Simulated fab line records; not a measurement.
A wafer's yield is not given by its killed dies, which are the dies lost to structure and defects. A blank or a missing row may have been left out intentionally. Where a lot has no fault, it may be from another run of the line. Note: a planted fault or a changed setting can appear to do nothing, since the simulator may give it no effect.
Comparing a struck lot with a sound one -- flow sky130 -- 17 steps out of a route of 708
Sound: wafers L935.2, L935.4, L935.6. Struck: wafers L941.4, L941.5, L941.6. The cause comes at the end.
At each step with rows: each side's tool, then ch and its chambers, then its first start. Under that, the readings that differ: sound wafers -- struck wafers -- difference of the means -- sigmas: that difference in standard deviations of wafers without a fault.
alike: same words and numbers on both sides, and readings whose means sit less than 2 such deviations apart. not compared: any withheld reading, any reading some wafer has no value for, any bound like >300 that may hide the same value, and any number with overlapping values for which the record gives no deviation.
The two part at a step that has a row with sigmas, a row that says differs or no value, or rows on one side only. Numbers that don't overlap but have no deviation are shown without sigmas and don't part them. Lack of a reading on every wafer of one side parts them only where that side has two or more wafers.

first, 1 step without rows for these wafers: SKY_SD_P_DEVELOP_06 (develop time 60 s).
SKY_SD_P_CD_MEAS_07: the cd target is 380 nm.
  sound on cdSem-02, day 27 12:56; struck on cdSem-02, day 28 20:45
  alike: cdNm
SKY_SD_P_OVL_MEAS_08:
  sound on overlay-01, day 27 13:03; struck on overlay-01, day 28 20:50
  alike: SD_P_OVL
next, for these wafers, 1 step has no rows: SKY_SD_P_IMPLANT_09.
SKY_SD_P_STRIP_10: strips in O2/N2.
  sound on plasmaAsher-01 ch 0,1, day 27 13:14; struck on plasmaAsher-02 ch 0,1, day 28 21:02
  alike: drypumpMotorCurrentA, oesProductAu, stripTimeToEndpointS
  not compared: rfHoursCounterH
SKY_SD_P_TW_MEAS_11:
  sound on filmMetro-02, day 27 13:20; struck on filmMetro-04, day 28 21:08
reading,sound,struck,difference,sigmas
SD_P_TW,2865 2855 2864,2802 2816 2812,-51,-2
then, 6 steps without rows for these wafers: SKY_RES_XHIGH_DEHYDRATE_00 (time 60 s); SKY_RES_XHIGH_HMDS_01 (prime time 60 s); SKY_RES_XHIGH_COAT_02 (resist thk 1140 nm); SKY_RES_XHIGH_SOFTBAKE_03 (time 60 s); SKY_RES_XHIGH_EXPOSE_04 (exposes mask URPM, target cd 1270 nm); SKY_RES_XHIGH_PEB_05.
SKY_RES_XHIGH_DEVELOP_06: develop time 60 s.
  struck on lithoTrack-02, day 30 01:47; sound on lithoTrack-01 ch 0, day 28 18:30
  no value came back on the struck wafers for chillPlateTempC (C), developTimeS (s); on the sound wafers chillPlateTempC (C) reads 23.03 23.04 23.05
next, for these wafers, 1 step has no rows: SKY_RES_XHIGH_IMPLANT_07.
SKY_RES_XHIGH_STRIP_08: strips in O2/N2.
  sound on plasmaAsher-04 ch 0,1, day 28 18:46; struck on plasmaAsher-03 ch 0,1, day 30 02:03
reading,sound,struck,difference,sigmas
stripTimeToEndpointS (s),14.38 14.34 14.31,14.22 14.25 14.29,-0.09,-2
  alike: drypumpMotorCurrentA, oesProductAu
  not compared: rfHoursCounterH
SKY_RES_XHIGH_TW_MEAS_09:
  sound on filmMetro-04, day 28 18:53; struck on filmMetro-01, day 30 02:08
reading,sound,struck,difference,sigmas
RES_XHIGH_TW,1632 1637 1633,30 29 30,-1604,-99 or more
then, 1 step without rows for these wafers: SKY_SD_N_DEHYDRATE_00 (time 60 s).

== WHERE THEY PART ==
Last at SKY_RES_XHIGH_TW_MEAS_09 as far as this record goes, first at SKY_SD_P_TW_MEAS_11.

WHY: what had been put in by the simulator
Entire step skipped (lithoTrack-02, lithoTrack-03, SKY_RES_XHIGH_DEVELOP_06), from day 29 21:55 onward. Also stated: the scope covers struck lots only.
